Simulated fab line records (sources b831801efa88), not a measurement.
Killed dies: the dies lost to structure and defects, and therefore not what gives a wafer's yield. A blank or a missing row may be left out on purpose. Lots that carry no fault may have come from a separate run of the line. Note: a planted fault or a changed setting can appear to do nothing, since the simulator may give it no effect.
Code-filled problem report in 8D (eight disciplines) form + flow gf180mcu + the parts of the form that need people (team, actions taken, sign-off) are left out

## 1. WHAT IS WRONG
Wafers free of any fault read 691 (standard deviation 6.1) for VT_IMPLANT_4_TW at GF_VT_IMPLANT_TW_MEAS_43, against a mean of 734 on 6 wafers of 2 lots. Measured from the usual mean, that is +7.0 standard deviations.
The first sign was on wafer L315.2 at day 8 18:47, on film_metro-03. The record holds 42 wafers of 14 lots with a number at this step. By rule, "out" or "out of limits" means more than 4 standard deviations away from the usual mean. Any other wafer with a number is counted as sound.

## 2. WHAT IT IS, AND WHAT IT ISN'T
| question                    | is                           | is not                                                                                                         |
|-----------------------------|------------------------------|----------------------------------------------------------------------------------------------------------------|
| which readings at this step | VT_IMPLANT_4_TW              | -                                                                                                              |
| which lots                  | L315, L317                   | L310, L311, L312, L314, L316, L322, L324, L325, L327, L329, L330, L331                                         |
| which wafers of those lots  | all that have a number       | -                                                                                                              |
| read on which gauges        | film_metro-02, film_metro-03 | film_metro-01                                                                                                  |
| when                        | from day 8 18:47             | up to then (12 sound wafers); but 24 sound wafers of L316, L322, L324, L325, L327, L329, L330, L331 came after |

## 3. THE SUSPECTS, EACH WITH WHAT RULES IT OUT
Counting: a tool at a process step up to the reading stays a suspect if it ran every lot that is out and no sound lot after the first of them.
- the gauge at GF_VT_IMPLANT_TW_MEAS_43 has been ruled out. 2 gauges (film_metro-02, film_metro-03) read the wafers that are out.
- implanter-04 at GF_VT_IMPLANT_IMPLANT_41: ruled out as a lasting fault. The sound lots L327, L329, L330, L331 went through it after L315, its earliest lot that is out (day 8 18:32).
Left after counting: nothing in the record.

## 4. THE CAUSE (what the simulator had put in)
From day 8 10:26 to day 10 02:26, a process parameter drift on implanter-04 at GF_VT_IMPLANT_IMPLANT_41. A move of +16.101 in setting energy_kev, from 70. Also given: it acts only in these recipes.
It was ruled out by counting, in error; the rule expects a fault to strike all lots run on its tool from its start on, and this fault did not.

## 5. SEQUENCE OF EFFECTS, ordered by route
One row per reading whose mean, taken over the struck wafers that have a number, lies over 3 standard deviations from the usual. Scope: only readings with a usual standard deviation given in the record; hours: median across lots of the time from each lot's start at the first step in this table that gives one to its start at this step; sigmas: change in usual standard deviations.
| hours | step                     | reading         | usual  | on struck wafers | change  | sigmas      |
|-------|--------------------------|-----------------|--------|------------------|---------|-------------|
| 0     | GF_VT_IMPLANT_IMPLANT_41 | beam_energy_keV | 69.998 | 86.112           | +16.114 | +99 or more |
| 0     | GF_VT_IMPLANT_TW_MEAS_43 | VT_IMPLANT_4_TW | 691    | 734              | +43     | +7.0        |
Here are the process steps it includes:
- GF_VT_IMPLANT_IMPLANT_41
At these later measuring or inspecting steps, every struck wafer for which the step has a row has a number for every such reading, and none has moved that far: GF_VT_IMPLANT_RS_MEAS_48, GF_HV_LDD_TW_MEAS_50, GF_V1_OVL_MEAS_15.

## 6. WHAT WOULD HAVE CAUGHT IT SOONER
Counted from the fault's start at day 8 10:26, it took 8 hours until the first out-of-limits reading at a measuring or inspecting step in this record, taken at day 8 18:47.
The tool's own readings at GF_VT_IMPLANT_IMPLANT_41 were out on every struck wafer that the step has a row for (beam_energy_keV): an alarm limit on them would have fired on the first of those.
